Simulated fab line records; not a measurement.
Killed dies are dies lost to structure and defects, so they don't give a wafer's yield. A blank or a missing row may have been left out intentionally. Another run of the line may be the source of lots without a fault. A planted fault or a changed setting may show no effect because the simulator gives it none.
A struck lot beside a sound one -- flow sky130 -- 15 out of 708 route steps
Sound: these wafers, L541.2, L541.3, L541.4. Struck: wafer L537.5; the same lot's L537.1 was not struck, so it is left out; see the end for the cause.
Each step with rows lists, per side, the tool, then ch with its chambers, then its first start. Under that, the readings that differ: sound wafers -- struck wafers -- difference of the means -- sigmas: that difference in standard deviations of wafers without a fault.
alike: a reading whose means differ by less than 2 such deviations, as well as words and numbers matching on both sides. not compared: withheld readings; readings where some wafer has no value; bounds like >300 that might hide an equal value; numbers whose values overlap and for which the record gives no deviation.
A row with sigmas, a row that says differs or no value, or rows on one side alone: a step with any of these is where the two part. Non-overlapping numbers with no deviation appear without sigmas and do not part them. Lack of a reading on every wafer of one side parts them only where that side has two or more wafers.

SKY_VIA3_CMP_02: polishes SiO2.
  sound on cmp-01 ch 0,1,3, day 43 17:59; struck on cmp-01 ch 1, day 42 12:25
  alike: motor-current-A, platen-rpm, slurry-flow-ml-min
SKY_VIA3_BOW_MEAS_03:
  sound on film-metro-04, day 43 18:18; struck on film-metro-04, day 42 12:43
reading,sound,struck,difference,sigmas
VIA3_BOW (um),96 89 84,64,-26,-3
then, 8 steps without rows for these wafers: SKY_VIA3_DEHYDRATE_04 (time 60 s); SKY_VIA3_HMDS_05 (prime time 60 s); SKY_VIA3_COAT_06 (resist thk 60 nm); SKY_VIA3_COAT_07 (resist thk 450 nm); SKY_VIA3_SOFTBAKE_08 (time 90 s); SKY_VIA3_EXPOSE_09 (exposes mask VIM3, target cd 200 nm); SKY_VIA3_PEB_10; SKY_VIA3_DEVELOP_11 (develop time 60 s).
SKY_VIA3_CD_MEAS_12: target cd 200 nm.
  sound on cd-sem-01, day 44 16:29; struck on cd-sem-02, day 43 12:28
  alike: cd-nm
SKY_VIA3_OVL_MEAS_13:
  sound on overlay-01, day 44 16:36; struck on overlay-01, day 43 12:35
  alike: VIA3_OVL
SKY_VIA3_ETCH_14: etches BARC in N2/H2, stops on SiO2, time 45.9 s, target depth 60 nm.
  sound on rie-diel-03 ch 0,1,3, day 44 16:38; struck on rie-diel-02 ch 3, day 43 12:37
reading,sound,struck,difference,sigmas
drypump-motor-current-A (A),4.7 5.4 6.2,6.6,+1.2,+2
oes-product-au (a.u.),0.842 0.854 0.858,0.925,+0.074,+15
run-length-s (s),73.5 74.1 74.6,69.9,-4.2,-10
model.KrF-thick_of_VIA3_COAT_07.thk-nm (nm),392.9 394.7 392.3,395.1,+1.8,
  alike: throttle-valve-pct
  not compared: rf-hours-counter-h
SKY_VIA3_ETCH_15: etches SiO2 in C4F8/O2/Ar, stops on TiN, target depth 507 nm, time 78 s.
  sound on rie-diel-03 ch 0,1,3, day 44 16:40; struck on rie-diel-02 ch 3, day 43 12:40
  alike: oes-product-au, run-length-s
  not compared: model.KrF-thick_of_VIA3_COAT_07.thk-nm
SKY_VIA3_STRIP_16: strips in O2/N2.
  sound on plasma-asher-04 ch 0,1, day 44 16:44; struck on plasma-asher-04 ch 0, day 43 12:43
  alike: drypump-motor-current-A, oes-product-au, strip-time-to-endpoint-s
  not compared: rf-hours-counter-h

## WHERE THEY PART
First at SKY_VIA3_BOW_MEAS_03; last, within this record, at SKY_VIA3_ETCH_14. Later steps at which nothing parts them and some readings are alike: SKY_VIA3_ETCH_15, SKY_VIA3_STRIP_16.

WHY: the cause the simulator had injected
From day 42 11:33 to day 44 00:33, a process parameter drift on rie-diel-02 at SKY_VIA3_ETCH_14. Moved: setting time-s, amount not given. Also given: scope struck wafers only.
